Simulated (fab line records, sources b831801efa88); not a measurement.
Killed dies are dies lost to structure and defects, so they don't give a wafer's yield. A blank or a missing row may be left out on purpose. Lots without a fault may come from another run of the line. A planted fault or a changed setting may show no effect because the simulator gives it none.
Which tool did it? | flow sky130 | 12 lots, 36 wafers sampled, at 5 steps of a route of 708

WHAT THE GAUGES READ, wafer by wafer
SKY_METAL1_RS_MEAS_05: measures by four-point-probe.
lot  | measured     | on            | METAL1_ALCU_RS (ohm/sq)
L674 | day 31 11:05 | film_metro-03 | 0.1270 0.1263 0.1260
L676 | day 32 04:16 | film_metro-01 | 0.1245 0.1256 0.1241
L678 | day 32 14:18 | film_metro-01 | 0.1281 0.1282 0.1279
L679 | day 33 02:48 | film_metro-03 | 0.1269 0.1272 0.1278
L684 | day 35 04:26 | film_metro-01 | 0.1282 0.1292 0.1287
L685 | day 35 00:10 | film_metro-01 | 0.1277 0.1271 0.1281
L689 | day 36 15:20 | film_metro-02 | 0.1274 0.1278 0.1276
L690 | day 36 20:44 | film_metro-03 | 0.1272 0.1277 0.1272
L694 | day 38 03:44 | film_metro-03 | 0.1266 0.1265 0.1261
L695 | day 38 04:56 | film_metro-02 | 0.1258 0.1260 0.1253
L696 | day 38 11:55 | film_metro-03 | 0.1269 0.1276 0.1292
L697 | day 38 13:48 | film_metro-02 | 0.1276 0.1268 0.1275

SKY_METAL1_CD_MEAS_15: target cd 140 nm.
lot  | measured     | on        | cd_nm (nm)
L674 | day 32 14:16 | cd_sem-02 | 139.8 140.7 140.9
L676 | day 33 07:00 | cd_sem-01 | 142.0 140.8 140.7
L678 | day 33 16:49 | cd_sem-01 | 139.2 138.7 140.3
L679 | day 34 04:20 | cd_sem-01 | 140.1 139.5 139.8
L684 | day 36 07:13 | cd_sem-02 | 141.5 140.5 140.8
L685 | day 36 02:49 | cd_sem-01 | 137.1 138.0 137.4
L689 | day 37 17:26 | cd_sem-01 | 140.8 140.1 140.7
L690 | day 37 21:47 | cd_sem-01 | 138.1 139.1 139.0
L694 | day 39 05:15 | cd_sem-01 | 138.1 137.0 137.3
L695 | day 39 07:00 | cd_sem-01 | 141.5 140.8 141.0
L696 | day 39 13:03 | cd_sem-01 | 142.6 140.5 142.0
L697 | day 39 14:54 | cd_sem-01 | 139.1 139.1 139.0

WHICH TOOL RAN EACH LOT (tool, then ch and the chambers of the sampled wafers, then the start)
lot  | SKY_GATE_OXIDE_COAT_05            | SKY_GATE_OXIDE_STRIP_13              | SKY_CONTACT_ETCH_16
L674 | litho_track-03 ch 0, day 13 08:45 | plasma_asher-03 ch 0,1, day 13 21:46 | rie_diel-01 ch 0,1, day 31 09:13
L676 | litho_track-04 ch 0, day 14 00:35 | plasma_asher-03 ch 0,1, day 14 13:00 | rie_diel-01 ch 0,2,3, day 32 02:29
L678 | litho_track-03 ch 0, day 14 06:26 | plasma_asher-03 ch 0,1, day 14 19:11 | rie_diel-01 ch 0,1,2, day 32 12:46
L679 | litho_track-04 ch 0, day 14 22:43 | plasma_asher-01 ch 0,1, day 15 12:22 | rie_diel-01 ch 1,3, day 33 01:16
L684 | litho_track-01 ch 0, day 16 20:15 | plasma_asher-03 ch 0,1, day 17 11:17 | rie_diel-01 ch 1,2, day 35 02:50
L685 | litho_track-04 ch 0, day 16 20:55 | plasma_asher-04 ch 0, day 17 12:08   | rie_diel-02 ch 1,3, day 34 22:14
L689 | litho_track-03 ch 0, day 18 18:39 | plasma_asher-04 ch 0,1, day 19 10:41 | rie_diel-02 ch 1,2,3, day 36 13:43
L690 | litho_track-03 ch 0, day 18 21:09 | plasma_asher-03 ch 0,1, day 19 13:09 | rie_diel-04 ch 0,3, day 36 19:10
L694 | litho_track-01 ch 0, day 20 10:06 | plasma_asher-04 ch 0,1, day 21 02:10 | rie_diel-02 ch 0,1,2, day 38 02:11
L695 | litho_track-01 ch 0, day 20 13:05 | plasma_asher-03 ch 0,1, day 21 04:40 | rie_diel-04 ch 0,1,2, day 38 03:23
L696 | litho_track-04 ch 0, day 20 23:29 | plasma_asher-04 ch 0,1, day 21 15:46 | rie_diel-02 ch 0,3, day 38 10:22
L697 | litho_track-03 ch 0, day 21 04:54 | plasma_asher-01 ch 0,1, day 21 20:19 | rie_diel-02 ch 0,1, day 38 12:16
- SKY_GATE_OXIDE_COAT_05: resist thk 1140 nm.
- SKY_GATE_OXIDE_STRIP_13: strips in O2/N2.
- SKY_CONTACT_ETCH_16: etches BARC in N2/H2, stops on SiO2, time 45.9 s, target depth 60 nm.

WHAT THE TOOLS THEMSELVES READ (means of the sampled wafers that have a number; where no wafer has one, the mark that the record gives instead)
SKY_GATE_OXIDE_COAT_05.
lot  | tool           | chill_plate_temp_C (C) | resist_line_temp_C (C)
L674 | litho_track-03 | 22.96                  | 23.04
L676 | litho_track-04 | 22.90                  | 23.06
L678 | litho_track-03 | 23.07                  | 22.85
L679 | litho_track-04 | 22.89                  | 23.02
L684 | litho_track-01 | 22.94                  | 22.97
L685 | litho_track-04 | 23.11                  | 22.95
L689 | litho_track-03 | 23.02                  | 22.97
L690 | litho_track-03 | 23.07                  | 22.95
L694 | litho_track-01 | 22.84                  | 23.06
L695 | litho_track-01 | 23.04                  | 22.98
L696 | litho_track-04 | 22.99                  | 22.96
L697 | litho_track-03 | 22.89                  | 23.01

SKY_GATE_OXIDE_STRIP_13.
lot  | tool            | drypump_motor_current_A (A) | oes_product_au (a.u.) | strip_time_to_endpoint_s (s)
L674 | plasma_asher-03 | 5.8                         | 0.717                 | 14.21
L676 | plasma_asher-03 | 5.8                         | 0.715                 | 14.19
L678 | plasma_asher-03 | 5.3                         | 0.717                 | 14.20
L679 | plasma_asher-01 | 5.4                         | 0.716                 | 14.20
L684 | plasma_asher-03 | 5.3                         | 0.715                 | 14.26
L685 | plasma_asher-04 | 5.6                         | 0.715                 | 14.17
L689 | plasma_asher-04 | 5.7                         | 0.423                 | 4.50
L690 | plasma_asher-03 | 5.8                         | 0.427                 | 4.51
L694 | plasma_asher-04 | 5.7                         | 0.715                 | 14.20
L695 | plasma_asher-03 | 5.4                         | 0.719                 | 14.23
L696 | plasma_asher-04 | 5.7                         | 0.716                 | 14.19
L697 | plasma_asher-01 | 5.4                         | 0.718                 | 14.17

SKY_CONTACT_ETCH_16.
lot  | tool        | drypump_motor_current_A (A) | oes_product_au (a.u.) | throttle_valve_pct (%)
L674 | rie_diel-01 | 5.9                         | 0.854                 | 13.231
L676 | rie_diel-01 | 5.4                         | 0.851                 | 13.225
L678 | rie_diel-01 | 5.8                         | 0.852                 | 13.229
L679 | rie_diel-01 | 5.8                         | 0.856                 | 13.223
L684 | rie_diel-01 | 6.0                         | 0.855                 | 13.219
L685 | rie_diel-02 | 6.0                         | 0.854                 | 13.225
L689 | rie_diel-02 | 6.3                         | 0.856                 | 13.222
L690 | rie_diel-04 | 5.9                         | 0.855                 | 13.217
L694 | rie_diel-02 | 6.2                         | 0.858                 | 13.225
L695 | rie_diel-04 | 6.0                         | 0.855                 | 13.225
L696 | rie_diel-02 | 6.2                         | 0.854                 | 13.218
L697 | rie_diel-02 | 6.0                         | 0.855                 | 13.233

THE ANSWER, worked out from the rows above alone
Rule: what is usual is taken from the lots themselves. Put in order of their means at a reading, lots are off if they are a third of the lots or fewer, leave a main group of 4 or more, and stand apart from it by a gap of 3 or more times the standard deviation of the main group's means; of several such gaps the widest counts. A main group whose means are all the same, to the digits that the tables above print for the reading, isn't used. A lot without any number at a reading at which 4 lots or more have one is off too. The other lots that the step has rows for count as sound. The gauges are gone through in route order, then the tools' own readings, and for those a lot's mean is taken as printed above. The first step at which some lot is off is used, and at that step the reading that is off furthest; a lot without a number counts as furthest.
Off: L689, L690, at SKY_GATE_OXIDE_STRIP_13 (strip_time_to_endpoint_s). The main group: mean 14.20 s, standard deviation 0.026.
A tool fits if, at that step or a process step before it, it ran every lot that is off, and no sound lot after the first of them. None of those tried fits.

WHAT THE SIMULATOR HAD PUT IN
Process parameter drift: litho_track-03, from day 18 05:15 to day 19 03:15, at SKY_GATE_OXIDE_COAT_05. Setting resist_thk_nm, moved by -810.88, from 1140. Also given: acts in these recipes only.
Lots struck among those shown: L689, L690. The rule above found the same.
